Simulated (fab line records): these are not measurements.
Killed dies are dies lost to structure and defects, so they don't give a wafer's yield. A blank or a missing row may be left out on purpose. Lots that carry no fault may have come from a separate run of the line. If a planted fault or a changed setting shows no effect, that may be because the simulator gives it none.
Matching of chambers | flow sky130 | SKY_VIA4_CMP_21 on cmp-02 has 4 sister chambers
The step polishes, stops on SiO2, t overpolish 25 s, target thk 0 nm. 8 wafers are shown with their chamber, then 7 later ones without.

== WAFERS WITH THEIR CHAMBER ==
wafer  | chamber | motor current A (A) | overpolish run s (s)
L076.1 | 0       | 13.1                | 24.998
L076.2 | 2       | 10.9                | 24.990
L078.2 | 2       | 10.7                | 24.987
L083.2 | 0       | 11.7                | 25.007
L085.3 | 1       | 11.2                | 24.997
L085.5 | 3       | 12.6                | 24.992
L086.2 | 1       | 11.3                | 25.004
L086.4 | 3       | 11.6                | 25.013

== WAFERS WHOSE CHAMBER IS MISSING ==
wafer  | motor current A (A) | overpolish run s (s)
L086.5 | 12.5                | 24.990
L089.3 | 11.9                | 24.994
L089.4 | 10.4                | 25.002
L089.5 | 12.9                | 25.004
L093.3 | 10.6                | 24.993
L093.4 | 13.0                | 24.992
L093.6 | 10.7                | 25.011

== WHICH CHAMBER EACH ONE RAN IN ==
wafer  | from the rows above               | in truth
L086.5 | can't be placed: 0 or 3 or 1 or 2 | 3
L089.3 | can't be placed: 3 or 0 or 1 or 2 | 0
L089.4 | can't be placed: 1 or 2 or 3 or 0 | 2
L089.5 | can't be placed: 0 or 3 or 1      | 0
L093.3 | can't be placed: 2 or 1           | 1
L093.4 | can't be placed: 0 or 3 or 1      | 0
L093.6 | can't be placed: 1 or 3 or 2 or 0 | 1
Placed correctly: 0 of 7. Cannot be placed on the basis of these rows: 7; the candidates contain the true chamber in 7. 0 placed wrongly.
How it was worked out, from the rows above alone: a wafer's distance from a chamber is the root of the sum, over the readings, of the square of ((its reading less the chamber's mean) divided by the reading's scatter). The wafer belongs to the nearest chamber; if the next one is less than 2 further off, it can't be placed. Each chamber's mean is taken over the wafers shown for it. The scatter: the root of (the sum of the squares of (reading less its chamber's mean) over the shown wafers, divided by (wafers less chambers)).
